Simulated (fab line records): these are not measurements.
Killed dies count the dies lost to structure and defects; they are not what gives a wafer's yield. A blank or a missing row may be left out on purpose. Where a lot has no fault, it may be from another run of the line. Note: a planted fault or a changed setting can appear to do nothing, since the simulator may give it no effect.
Problem report in the 8D (eight disciplines) form, filled by code | flow gf180mcu | the parts of the form that need people (team, actions taken, sign-off) are left out

## 1. WHAT WENT WRONG
Mean PSD_TW at GF_PSD_TW_MEAS_11: 2828 over 9 wafers in 3 lots; fault-free wafers: 3214, standard deviation 38. Relative to the usual mean, that is a shift of -10 standard deviations.
The first sign was on wafer L300.2 at day 18 07:04, on film-metro-01. The record holds 33 wafers of 11 lots with a number at this step. By rule, "out" or "out of limits" means more than 4 standard deviations away from the usual mean. Any other wafer with a number is counted as sound.

## 2. WHAT IT IS, AND WHAT IT ISN'T
question                    | is                           | is not
which readings at this step | PSD_TW                       | -
which lots                  | L300, L301, L302             | L289, L292, L293, L305, L306, L307, L308, L311
which wafers of those lots  | all that have a number       | -
read on which gauges        | film-metro-01, film-metro-03 | film-metro-02
when                        | from day 18 07:04            | up to then (9 sound wafers); but 15 sound wafers of L305, L306, L307, L308, L311 came after

## 3. SUSPECTS, AND WHAT RULES EACH OUT
Counting: a tool stays on the suspect list if, at a process step up to the reading, it processed all lots that are out and no sound lot following the first of them.
- the gauge at GF_PSD_TW_MEAS_11 has been ruled out. Those wafers that are out were read across 2 gauges (film-metro-01, film-metro-03).
- implanter-02 at GF_PSD_IMPLANT_09: ruled out as a lasting fault. The sound lots L311 went through it after L300, its earliest lot that is out (day 18 06:49).
Left after counting: nothing in the record.

## 4. THE CAUSE (what the simulator had put in)
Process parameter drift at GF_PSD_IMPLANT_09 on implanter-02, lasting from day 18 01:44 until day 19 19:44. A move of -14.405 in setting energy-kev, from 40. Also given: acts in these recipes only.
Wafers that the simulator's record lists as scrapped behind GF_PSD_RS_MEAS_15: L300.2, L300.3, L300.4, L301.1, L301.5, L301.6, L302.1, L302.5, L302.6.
The count ruled it out by mistake, since the rule takes a fault to strike every lot its tool runs from the start of the fault on, and this one did not do so.

## 5. THE CHAIN OF EFFECTS, in route order
One row per reading whose mean, taken over the struck wafers that have a number, lies over 3 standard deviations from the usual. Only readings whose record carries a usual standard deviation are examined. hours: median over the lots of the time between each lot's start at the first step of this table that gives one and its start at this step. sigmas: the change, counted in usual standard deviations.
hours | step              | reading                  | usual         | on struck wafers | change  | sigmas
0     | GF_PSD_IMPLANT_09 | beam-energy-keV          | 40.000        | 25.600           | -14.400 | -99 or more
0     | GF_PSD_STRIP_10   | oes-product-au           | 0.592 a.u.    | 0.625            | +0.033  | +7.9
0     | GF_PSD_STRIP_10   | strip-time-to-endpoint-s | 16.52 s       | 15.15            | -1.37   | -39
0     | GF_PSD_TW_MEAS_11 | PSD_TW                   | 3214          | 2828             | -386    | -10
2     | GF_PSD_RS_MEAS_15 | PSD_RS                   | 108.53 ohm/sq | 132.71           | +24.18  | +83
Here are the process steps it includes:
- GF_PSD_IMPLANT_09
- GF_PSD_STRIP_10: strips in O2/N2.

## 6. WHAT WOULD HAVE CAUGHT IT SOONER
Counted from the fault's start at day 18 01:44, it took 5 hours until the first out-of-limits reading at a measuring or inspecting step in this record, taken at day 18 07:04.
Tool's own readings at GF_PSD_IMPLANT_09, beam-energy-keV: out on all struck wafers the step has rows for; an alarm limit on them would have tripped on the first.
